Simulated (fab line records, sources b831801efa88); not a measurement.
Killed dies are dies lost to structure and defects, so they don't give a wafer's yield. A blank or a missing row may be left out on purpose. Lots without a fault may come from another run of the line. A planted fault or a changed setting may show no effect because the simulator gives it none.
fab line records | flow gf180mcu
record lots=6 wafers=18 last_day=34
route steps=602 shown V3@443
lots that met no fault: from a run of the same line without faults
start_h: hours from the record's first day to the start of the lot's first wafer shown | wait_h: hours since the lot's step before | " the same as in the row above | L1.1+2: a row that stands for several wafers | - no value, or no start given | * or withheld: withheld | < > ~ a bound
route shown NAME@n: a module of which the file shows steps, and the number in the route of the first | usual: mean/standard deviation of fault-free wafers | same: alike in all rows | chamber/n: place in a boat | sites: the reading at each site | _std_site: their standard deviation | _edge_site: outer sites' mean less inner sites' | radius_mm: how far each site lies from the wafer's centre | mask NAME#n: copy n | behind: the tool/chamber that last shaped the wafer | hold: why the lot was held/for how many hours/how that ended | device: the transistor (n, p or np) that didn't switch | end of line: the same wafers' tests at the end of the route | a step without rows: its recipe alone | killed: dies lost to structure and defects at the first sort, not the wafer's yield | map: a wafer's dies, x killed, . not, _ none there
set.NAME: the setting as run; set.NAME@STEP: as run at that earlier step | model.NAME: the simulator's own value behind a step, which no gauge read
lots at some steps of the route; a table a step, a row a wafer
services: from which hour (start_h, from the record's first day; less than 0 if before it) a tool's chamber was out of use, for how many hours, and why
## steps
# step GF_V3_CD_MEAS_14
# recipe target_cd_nm=260
# usual cd_nm=259.7/1.2
# columns lot.wafer tool chamber start_h wait_h cd_nm
L838.3 cd_sem-02 - 506.60 0.1 258.5
L838.5 " - " " 258.7
L838.6 " - " " 258.1
L840.3 cd_sem-02 - 529.29 0.1 260.0
L840.5 " - " " 258.6
L840.6 " - " " 259.0
L847.1 cd_sem-02 - 591.56 0.1 259.2
L847.2 " - " " 257.6
L847.4 " - " " 258.7
L849.2 cd_sem-02 - 607.03 0.1 257.6
L849.3 " - " " 260.3
L849.6 " - " " 258.9
L856.2 cd_sem-01 - 662.88 0.1 259.5
L856.3 " - " " 259.6
L856.5 " - " " 260.5
L861.3 cd_sem-01 - 693.55 0.1 259.8
L861.4 " - " " 258.5
L861.6 " - " " 259.6
# step GF_V3_OVL_MEAS_15
# usual V3_OVL=4/5.7
# columns lot.wafer tool chamber start_h wait_h V3_OVL[nm]
L838.3 overlay-02 - 506.69 0.1 -3
L838.5 " - " " 0
L838.6 " - " " 1
L840.3 overlay-01 - 529.38 0.1 9
L840.5 " - " " 7
L840.6 " - " " 12
L847.1 overlay-02 - 591.68 0.1 4
L847.2 " - " " 12
L847.4 " - " " 8
L849.2 overlay-01 - 607.14 0.1 9
L849.3 " - " " -5
L849.6 " - " " 9
L856.2 overlay-02 - 662.98 0.1 -1
L856.3 " - " " 4
L856.5 " - " " 0
L861.3 overlay-02 - 693.64 0.1 11
L861.4 " - " " 0
L861.6 " - " " 1
# step GF_V3_ETCH_16
# recipe chemistry=N2/H2 target_depth_a=withheld overetch_a=withheld time_s=withheld target=BARC ion_energy_ev=200 source_w=500 bias_w=100 pressure_mtorr=30 n2_flow_sccm=100 h2_flow_sccm=200
# usual bias_w=100.02/0.27 drypump_motor_current_A=5.8/0.5 oes_product_au=0.855/0.0045 throttle_valve_pct=13.223/0.0099
# columns lot.wafer tool chamber start_h wait_h bias_w drypump_motor_current_A oes_product_au throttle_valve_pct
L838.3 rie_diel-01 3 506.72 0.0 99.46 6.7 0.853 13.210
L838.5 " 3 " " 99.97 6.7 0.855 13.221
L838.6 " 0 " " 100.10 5.4 0.850 13.224
L840.3 rie_diel-03 1 529.40 0.0 100.13 6.0 0.858 13.224
L840.5 " 0 " " 99.91 5.8 0.863 13.215
L840.6 " 1 " " 100.23 6.0 0.852 13.224
L847.1 rie_diel-03 0 591.72 0.0 99.88 5.8 0.857 13.231
L847.2 " 1 " " 100.33 6.0 0.855 13.228
L847.4 " 0 " " 99.74 5.8 0.853 13.212
L849.2 rie_diel-03 2 607.17 0.0 100.37 5.7 0.855 13.218
L849.3 " 1 " " 99.73 6.0 0.857 13.212
L849.6 " 0 " " 100.40 5.8 0.860 13.218
L856.2 rie_diel-01 1 663.01 0.0 99.99 6.2 0.865 13.235
L856.3 " 2 " " 99.59 5.4 0.855 13.224
L856.5 " 2 " " 99.81 5.4 0.853 13.209
L861.3 rie_diel-01 1 693.66 0.0 99.48 6.1 0.858 13.219
L861.4 " 2 " " 100.02 5.4 0.852 13.218
L861.6 " 1 " " 99.65 6.1 0.849 13.213
# step GF_V3_ETCH_17
# recipe chemistry=C4F8/O2/Ar mask_material=KrF target=SiO2 stop_on=TiN source_w=1500 bias_w=1200 pressure_mtorr=40 c4f8_flow_sccm=withheld O2_flow_sccm=6 Ar_flow_sccm=300 time_s=withheld target_depth_a=6350
# usual bias_w=1200/3.5 oes_product_au=0.856/0.0045
# columns lot.wafer tool chamber start_h wait_h bias_w oes_product_au
L838.3 rie_diel-01 3 - - 1200 0.861
L838.5 " 3 " " 1197 0.864
L838.6 " 0 " " 1205 0.855
L840.3 rie_diel-03 1 - - 1194 0.855
L840.5 " 0 " " 1197 0.858
L840.6 " 1 " " 1202 0.855
L847.1 rie_diel-03 0 - - 1199 0.860
L847.2 " 1 " " 1197 0.856
L847.4 " 0 " " 1198 0.855
L849.2 rie_diel-03 2 - - 1204 0.850
L849.3 " 1 " " 1199 0.850
L849.6 " 0 " " 1202 0.860
L856.2 rie_diel-01 1 - - 1202 0.858
L856.3 " 2 " " 1195 0.857
L856.5 " 2 " " 1202 0.862
L861.3 rie_diel-01 1 - - 1200 0.857
L861.4 " 2 " " 1202 0.854
L861.6 " 1 " " 1202 0.858
# step GF_V3_STRIP_18
# recipe chemistry=O2/N2 power_w=1400 pressure_mtorr=1500 platen_temp_c=250 o2_flow_sccm=3000 n2_flow_sccm=300 overash_fraction=0.5
# usual drypump_motor_current_A=5.8/0.57 heater_power_w=336/20 oes_product_au=0.592/0.0047
# columns lot.wafer tool chamber start_h wait_h drypump_motor_current_A heater_power_w oes_product_au rf_hours_counter_h
L838.3 plasma_asher-03 0 506.88 - 6.7 361 0.589 -
L838.5 " 0 " " 6.6 350 0.592 -
L838.6 " 1 " " 5.2 323 0.586 -
L840.3 plasma_asher-03 1 529.57 - 5.2 326 0.590 -
L840.5 " 1 " " 5.2 327 0.593 -
L840.6 " 0 " " 6.6 346 0.595 -
L847.1 plasma_asher-03 1 591.85 - 5.2 322 0.589 18
L847.2 " 0 " " 6.6 360 0.585 18
L847.4 " 0 " " 6.7 347 0.594 -
L849.2 plasma_asher-04 0 607.30 - 5.3 362 0.594 90
L849.3 " 0 " " 5.3 370 0.584 -
L849.6 " 1 " " 6.3 346 0.595 -
L856.2 plasma_asher-02 0 663.14 - 5.7 309 0.594 59
L856.3 " 1 " " 5.6 317 0.583 -
L856.5 " 1 " " 5.6 314 0.594 -
L861.3 plasma_asher-02 0 693.83 - 5.7 320 0.588 -
L861.4 " 1 " " 5.6 306 0.595 -
L861.6 " 1 " " 5.6 304 0.594 -
# step GF_V3_STRIP_19
# recipe chemistry=post_etch_residue_remover time_s=1200 temp_c=72.5
# step GF_V3_CLEAN_20
# recipe chemistry=DIW dry=n2_spin
# step GF_V3_SPUTTER_21
# recipe material=Ti target_thk_nm=15 chamber_pressure_pa=5 power_w=2500 substrate_temp_c=200 time_s=80.02
# usual cathode_dc_power_W=2499.9/0.47 throttle_valve_pct=30.0/1
# columns lot.wafer tool chamber start_h wait_h cathode_dc_power_W throttle_valve_pct
L838.3 pvd_sputter-03 - 507.39 0.0 2499.1 29.0
L838.5 " - " " 2500.9 28.3
L838.6 " - " " 2499.7 31.8
L840.3 pvd_sputter-02 - 530.08 0.0 2499.4 29.5
L840.5 " - " " 2500.0 30.3
L840.6 " - " " 2500.0 31.7
L847.1 pvd_sputter-02 - 592.39 0.0 2499.8 28.2
L847.2 " - " " 2500.0 29.2
L847.4 " - " " 2500.2 30.2
L849.2 pvd_sputter-03 - 607.86 0.0 2499.7 28.5
L849.3 " - " " 2500.0 31.7
L849.6 " - " " 2500.1 31.6
L856.2 pvd_sputter-01 - 663.68 0.0 2499.9 30.9
L856.3 " - " " 2500.5 30.4
L856.5 " - " " 2500.1 28.9
L861.3 pvd_sputter-01 - 694.33 0.0 2500.0 29.0
L861.4 " - " " 2500.0 29.2
L861.6 " - " " 2500.0 28.9
# step GF_V3_SPUTTER_22
# recipe material=TiN target_thk_nm=10 chamber_pressure_pa=5 power_w=4000 time_s=40
# usual cathode_dc_power_W=4000.0/0.77 throttle_valve_pct=30.0/1
# columns lot.wafer tool chamber start_h wait_h cathode_dc_power_W throttle_valve_pct
L838.3 pvd_sputter-03 - 507.45 0.0 3999.5 28.3
L838.5 " - " " 4000.4 28.7
L838.6 " - " " 3999.9 31.6
L840.3 pvd_sputter-02 - 530.14 0.0 3998.5 29.2
L840.5 " - " " 3999.7 30.2
L840.6 " - " " 4000.7 31.4
L847.1 pvd_sputter-02 - 592.45 0.0 3999.9 28.3
L847.2 " - " " 3998.8 29.5
L847.4 " - " " 3998.9 30.2
L849.2 pvd_sputter-03 - 607.92 0.0 4001.3 28.5
L849.3 " - " " 3999.7 31.4
L849.6 " - " " 4000.9 31.6
L856.2 pvd_sputter-01 - 663.74 0.0 3999.1 31.0
L856.3 " - " " 4000.6 30.8
L856.5 " - " " 4000.3 29.0
L861.3 pvd_sputter-01 - 694.40 0.0 3999.3 29.4
L861.4 " - " " 4000.1 29.3
L861.6 " - " " 3999.3 29.2
# step GF_V3_CVD_23
# recipe material=W target_thk_nm=350 time_s=104.9 temp_c=400 pressure_torr=40
# step GF_V3_RS_MEAS_24
# recipe thk_meas_gauge=four-point-probe reads=W_of_V3_CVD_23+TiN_of_V3_SPUTTER_22+Ti_of_V3_SPUTTER_21
# usual V3_W_RS=0.3299/0.0026
# columns lot.wafer tool chamber start_h wait_h V3_W_RS[ohm/sq]
L838.3 film_metro-03 - 507.64 0.1 0.3298
L838.5 " - " " 0.3314
L838.6 " - " " 0.3345
L840.3 film_metro-02 - 530.33 0.1 0.3289
L840.5 " - " " 0.3299
L840.6 " - " " 0.3284
L847.1 film_metro-03 - 592.60 0.1 0.3348
L847.2 " - " " 0.3310
L847.4 " - " " 0.3298
L849.2 film_metro-01 - 608.09 0.1 0.3298
L849.3 " - " " 0.3287
L849.6 " - " " 0.3262
L856.2 film_metro-03 - 663.91 0.1 0.3285
L856.3 " - " " 0.3298
L856.5 " - " " 0.3261
L861.3 film_metro-03 - 694.59 0.1 0.3296
L861.4 " - " " 0.3309
L861.6 " - " " 0.3350
# step GF_V3_THK_MEAS_25
# recipe thk_meas_gauge=xrf reads=W_of_V3_CVD_23
# usual V3_W_THK=352/4.2
# columns lot.wafer tool chamber start_h wait_h V3_W_THK[nm]
L838.3 film_metro-03 - 507.74 0.1 353
L838.5 " - " " 350
L838.6 " - " " 346
L840.3 film_metro-02 - 530.43 0.1 358
L840.5 " - " " 357
L840.6 " - " " 359
L847.1 film_metro-03 - 592.72 0.1 342
L847.2 " - " " 347
L847.4 " - " " 349
L849.2 film_metro-01 - 608.20 0.1 354
L849.3 " - " " 356
L849.6 " - " " 356
L856.2 film_metro-03 - 664.02 0.1 354
L856.3 " - " " 350
L856.5 " - " " 356
L861.3 film_metro-03 - 694.69 0.1 353
L861.4 " - " " 351
L861.6 " - " " 348
# step GF_V3_CMP_26
# recipe stop_on=SiO2 down_force_psi=3.5 platen_rpm=60 t_overpolish_s=15 target_thk_nm=0 pad_velocity_m_s=0.94248
# usual edge_zone_pressure_frac=1.000/0.0047 head_pressure_psi=3.500/0.0076 motor_current_A=11.2/1.1 overpolish_run_s=15.001/0.0092 slurry_flow_ml_min=150.0/0.46 time_to_endpoint_s=84.9/2.6
# columns lot.wafer tool chamber start_h wait_h edge_zone_pressure_frac head_pressure_psi motor_current_A overpolish_run_s slurry_flow_ml_min time_to_endpoint_s model.W_of_V3_CVD_23.thk_nm model.SiO2_of_V3_CVD_02.thk_nm
L838.3 cmp-02 2 507.88 0.1 0.991 3.498 11.8 15.000 150.5 86.8 0 627.3
L838.5 " 0 " " 1.002 3.508 9.9 14.991 150.4 85.2 0 627.4
L838.6 " 1 " " 1.004 3.509 11.6 15.017 149.9 83.8 0 629.5
L840.3 cmp-02 2 530.52 0.1 0.998 3.506 11.7 14.989 150.1 85.4 0 628.5
L840.5 " 1 " " 1.001 3.505 11.6 15.010 149.8 80.5 0 628.8
L840.6 " 2 " " 0.996 3.505 11.7 14.999 149.8 85.5 0 628.4
L847.2 cmp-01 1 592.78 0.0 - - - - - - 345.8 633
L847.4 " 2 " " - - - - - - 347.7 632.9
L847.1 " 0 " " - - - - - - 342.4 632.9
L849.3 cmp-02 1 608.30 0.1 - - - - - - 349.8 631.6
L849.2 " 3 " " - - - - - - 349.1 632.2
L849.6 " 1 " " - - - - - - 352.3 631.5
L856.2 cmp-02 0 664.07 0.0 0.998 3.511 9.6 15.006 149.5 85.3 0 629.9
L856.3 " 3 " " 1.003 3.502 10.7 15.007 149.7 84.2 0 629.7
L856.5 " 0 " " 1.002 3.510 9.3 15.008 149.6 83.6 0 629.2
L861.4 cmp-02 2 694.73 0.0 1.000 3.502 11.6 15.006 150.4 87.7 0 629.9
L861.3 " 3 " " 1.007 3.487 10.9 15.013 150.3 91.5 0 630.1
L861.6 " 3 " " 1.001 3.504 11.2 14.997 149.7 89.0 0 628.8
## services
# columns tool chamber start_h hours kind
rie_diel-01 1 484.07 8.2 repair
plasma_asher-04 - 505.04 38.0 pm
rie_diel-03 3 509.57 - clean
rie_diel-03 3 509.57 14.6 scheduled_down
rie_diel-03 3 509.57 14.6 vent_cycle
rie_diel-01 - 521.00 14.6 pm
pvd_sputter-03 - 529.51 9.7 repair
plasma_asher-02 - 552.81 2.6 repair
rie_diel-03 1 555.55 19.6 repair
pvd_sputter-01 - 571.38 22.5 repair
cmp-02 - 572.92 4.0 pm
rie_diel-03 3 587.22 8.4 repair
rie_diel-01 1 588.50 3.7 repair
cmp-02 - 611.68 0.8 repair
cmp-02 - 618.96 6.3 pm
pvd_sputter-02 - 620.63 1.9 repair
rie_diel-03 1 628.79 16.8 repair
rie_diel-03 2 629.47 4.3 repair
plasma_asher-04 - 632.76 4.3 repair
rie_diel-03 3 642.00 6.4 repair
plasma_asher-04 - 649.08 15.5 repair
plasma_asher-03 - 653.94 0.3 repair
plasma_asher-04 - 665.54 2.8 pm
rie_diel-01 - 675.92 1.7 repair
## key
first_sign step=GF_V3_CMP_26 reading=tool_record direction=missing
effect none on later readings
model_effect step=GF_V3_CMP_26 value=W_of_V3_CVD_23.thk_nm without=0 struck=347.9
met_at GF_V3_CMP_26
struck_wafers L847.1,L847.2,L847.4,L849.2,L849.3,L849.6
later_rows_left_out L847.1,L847.2,L847.4,L849.2,L849.3,L849.6
sort_left_out L847.1,L847.2,L847.4,L849.2,L849.3,L849.6
onset_between 530.52 592.78
fault kind=skipped_step_whole tool=cmp-01,cmp-02 chamber=- onset_h=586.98 steps=GF_V3_CMP_26 scope=struck_lots_only
# sort_left_out: the simulated sort isn't trusted on such a fault, so these wafers' sort isn't shown, and their yield isn't known
# later_rows_left_out: the simulator's readings of these wafers behind a module that went badly wrong aren't trusted and aren't shown, but for the sort
